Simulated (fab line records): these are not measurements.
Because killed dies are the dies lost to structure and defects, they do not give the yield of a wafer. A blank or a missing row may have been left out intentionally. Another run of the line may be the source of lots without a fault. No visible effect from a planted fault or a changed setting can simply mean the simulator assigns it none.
Struck lot and sound lot, side by side / flow sky130 / 15 steps out of a route of 708
Sound: wafers L354.2, L354.4, L354.6. Struck: wafer L367.2 (left out: L367.4, L367.6 of the same lot, which were not struck); the cause appears at the end.
Per side, at each step with rows, come the tool, then ch with its chambers, and then its first start. Under that, the readings that differ: sound wafers / struck wafers / difference of the means / sigmas: that difference in standard deviations of wafers without a fault.
alike: words and numbers the same on both sides, and readings whose means are apart by under 2 such deviations; not compared: readings that were withheld, readings missing a value for some wafer, numbers with overlapping values and no deviation given by the record, and bounds like >300 which may hide the same value.
Wherever a step has rows on one side only, a row that says differs or no value, or a row with sigmas, the two part there. Numbers that have no deviation but don't overlap get no sigmas and don't part them. A reading missing from all wafers of one side parts the sides only when that side holds two or more wafers.

SKY_VIA3_STRIP_16: strips in O2/N2.
  sound on plasmaAsher-03 ch 0,1, day 41 02:38; struck on plasmaAsher-03 ch 1, day 44 14:17
reading=oesProductAu (a.u.); sound=0.407 0.401 0.402; struck=0.393; difference=-0.010; sigmas=-2
  alike: drypumpMotorCurrentA, stripTimeToEndpointS
  not compared: rfHoursCounterH
then, 4 steps without rows for these wafers: SKY_VIA3_STRIP_17 (strips in post etch residue remover, time 1200 s); SKY_VIA3_CLEAN_18 (cleans in IPA, time 180 s); SKY_VIA3_CLEAN_19 (cleans in O3/DIW); SKY_VIA3_SPUTTER_20 (material TiN, target thk 20 nm, time 80 s).
SKY_VIA3_CVD_21: deposits W, target thk 390 nm, time 117.31 s.
  sound on cvdW-01 ch 0,1, day 41 03:20; struck on cvdW-01 ch 1, day 44 14:57
  alike: heaterPowerW
SKY_VIA3_RS_MEAS_22: the measuring method here is four-point-probe.
  sound: filmMetro-04 at day 41 03:29; struck: filmMetro-02 at day 44 15:05
  alike: VIA3_W_RS
SKY_VIA3_THK_MEAS_23: measures by xrf.
  sound: filmMetro-04 at day 41 03:35; struck: filmMetro-02 at day 44 15:12
  alike: VIA3_W_THK
then, 2 steps without rows for these wafers: SKY_VIA3_CMP_24 (polishes, stops on SiO2, t overpolish 20 s, target thk 0 nm); SKY_METAL4_SPUTTER_00 (material Ti, target thk 15 nm, time 10 s).
SKY_METAL4_SPUTTER_01: material TiN, target thk 20 nm, time 16.7 s.
  sound: pvdSputter-04 at day 41 03:58; struck: pvdSputter-04 at day 44 15:35
reading=cathodeDcPowerW (W); sound=6501.8 6500.0 6501.7; struck=6498.9; difference=-2.3; sigmas=-2
  alike: throttleValvePct
SKY_METAL4_SPUTTER_02: material AlCu, target thk 735 nm, time 39.1 s.
  sound: pvdSputter-04 at day 41 03:59; struck: pvdSputter-04 at day 44 15:36
  alike: cathodeDcPowerW, throttleValvePct
SKY_METAL4_SPUTTER_03: material Ti, target thk 5 nm, time 3.3 s.
  sound: pvdSputter-04 at day 41 04:02; struck: pvdSputter-04 at day 44 15:38
reading=cathodeDcPowerW (W); sound=3000.2 2999.7 2999.1; struck=3415.9; difference=+416.2; sigmas=+99 or more
reading=model.Ti_of_METAL4_SPUTTER_03.thkNm (nm); sound=5.067 5.188 5.05; struck=5.829; difference=+0.727; sigmas=
  alike: throttleValvePct
SKY_METAL4_SPUTTER_04: material TiN, target thk 70 nm, time 58.3 s.
  sound: pvdSputter-04 at day 41 04:02; struck: pvdSputter-04 at day 44 15:40
  alike: cathodeDcPowerW, throttleValvePct
-- the record jumps here: 5 days lie between the struck wafers' starts before and after (it left off in module METAL4 and takes up again in module PAD_OPEN, whose first step shown is number 708 of the route) --
SKY_PAD_OPEN_PROBE_99:
  sound: prober-02 at day 47 00:34; struck: prober-01 at day 49 20:45
reading=killedOpen; sound=41 39 62; struck=30; difference=-17; sigmas=-2
  alike: defectLimitedYield, killed_at_M0_to_M3, killed_at_M4_up, killedAtContacts, killedAtFrontEnd, killedAtOther, killedDies, killedShort, sort_bin_3_pad_short, sort_bin_5_function, sort_bin_6_memory, sortNPass, sortYieldPct

== WHERE THEY PART ==
At SKY_VIA3_STRIP_16 first; at SKY_PAD_OPEN_PROBE_99 last (within this record only).

WHY: whatever the simulator had introduced
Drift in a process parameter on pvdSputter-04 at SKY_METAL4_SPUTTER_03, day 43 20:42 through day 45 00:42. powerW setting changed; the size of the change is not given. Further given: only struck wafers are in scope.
